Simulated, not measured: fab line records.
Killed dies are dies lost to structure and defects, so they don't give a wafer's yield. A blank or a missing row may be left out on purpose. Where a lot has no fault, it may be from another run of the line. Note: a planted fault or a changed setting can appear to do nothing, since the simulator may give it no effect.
8D (eight disciplines) problem report, filled in by code	flow sky130	the parts of the form that need people (team, actions taken, sign-off) are left out

1. WHAT IS WRONG
At SKY_VIA2_ETCH_14, oes_product_au averages 0.939 a.u. over 2 wafers from 2 lots, while fault-free wafers read 0.855 a.u., standard deviation 0.0047. That is +18 standard deviations from the usual mean.
The step: etches BARC in N2/H2, stops on SiO2, time 45.9 s, target depth 60 nm.
First observed at day 42 10:01: wafer L296.2, on rie_diel-02. The record has a number at this step for 16 wafers belonging to 6 lots. Rule for "out", or "out of limits": more than 4 standard deviations from the usual mean. The other wafers with a number count as sound.

2. WHAT IT IS, WHAT IT ISN'T
question	is	is not
which readings at this step	oes_product_au, run_length_s	drypump_motor_current_A, throttle_valve_pct
which lots	L296, L298	L288, L294, L300, L301
which wafers of those lots	L296.2, L298.2	L296.3, L296.4
read on which tools	rie_diel-02	rie_diel-01
when	from day 42 10:01	up to then (8 sound wafers); but 6 sound wafers of L300, L301 came after

3. THE SUSPECTS, EACH WITH WHAT RULES IT OUT
Counting: a tool at a process step up to the reading stays a suspect if it ran every lot that is out. Sound lots after the first of them don't rule it out here, since some wafers of a struck lot are sound.
- rie_diel-02 at SKY_VIA2_ETCH_14 (etches BARC in N2/H2, stops on SiO2, time 45.9 s, target depth 60 nm): kept. It processed each lot that is out (first: L296, day 42 10:01); up to then, its last sound lot is L294 (day 42 00:52). Its own oes_product_au, run_length_s readings are out on those wafers.
- rie_diel-02, SKY_VIA2_ETCH_14: wafers that are out in chamber 0, sound lot-mates in chambers 1, 2.
Left after counting: rie_diel-02 at SKY_VIA2_ETCH_14.

4. THE CAUSE (what the simulator had put in)
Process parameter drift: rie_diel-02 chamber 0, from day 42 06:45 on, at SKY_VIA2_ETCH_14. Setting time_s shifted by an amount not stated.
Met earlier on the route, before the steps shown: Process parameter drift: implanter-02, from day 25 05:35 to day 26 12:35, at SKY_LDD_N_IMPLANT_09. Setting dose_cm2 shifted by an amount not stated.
Counting left only this tool.

5. SEQUENCE OF EFFECTS, ordered by route
One row per reading whose mean, taken over the struck wafers that have a number, lies over 3 standard deviations from the usual. Only readings whose record carries a usual standard deviation are examined. hours: median over the lots of the time between each lot's start at the first step of this table that gives one and its start at this step. sigmas: the change, counted in usual standard deviations.
hours	step	reading	usual	on struck wafers	change	sigmas
0	SKY_VIA2_ETCH_14	oes_product_au	0.855 a.u.	0.939	+0.084	+18
0	SKY_VIA2_ETCH_14	run_length_s	74.0 s	69.3	-4.7	-8.8
Its process steps:
- SKY_VIA2_ETCH_14: etches BARC in N2/H2, stops on SiO2, time 45.9 s, target depth 60 nm.
Readings that are blank on the struck wafers while sound wafers have them: rf_fwd_power_W at SKY_VIA2_ETCH_14.

6. WHAT WOULD HAVE CAUGHT IT SOONER
3 hours passed between the start of the fault at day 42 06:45 and the first reading out of limits in this record, taken at day 42 10:01.
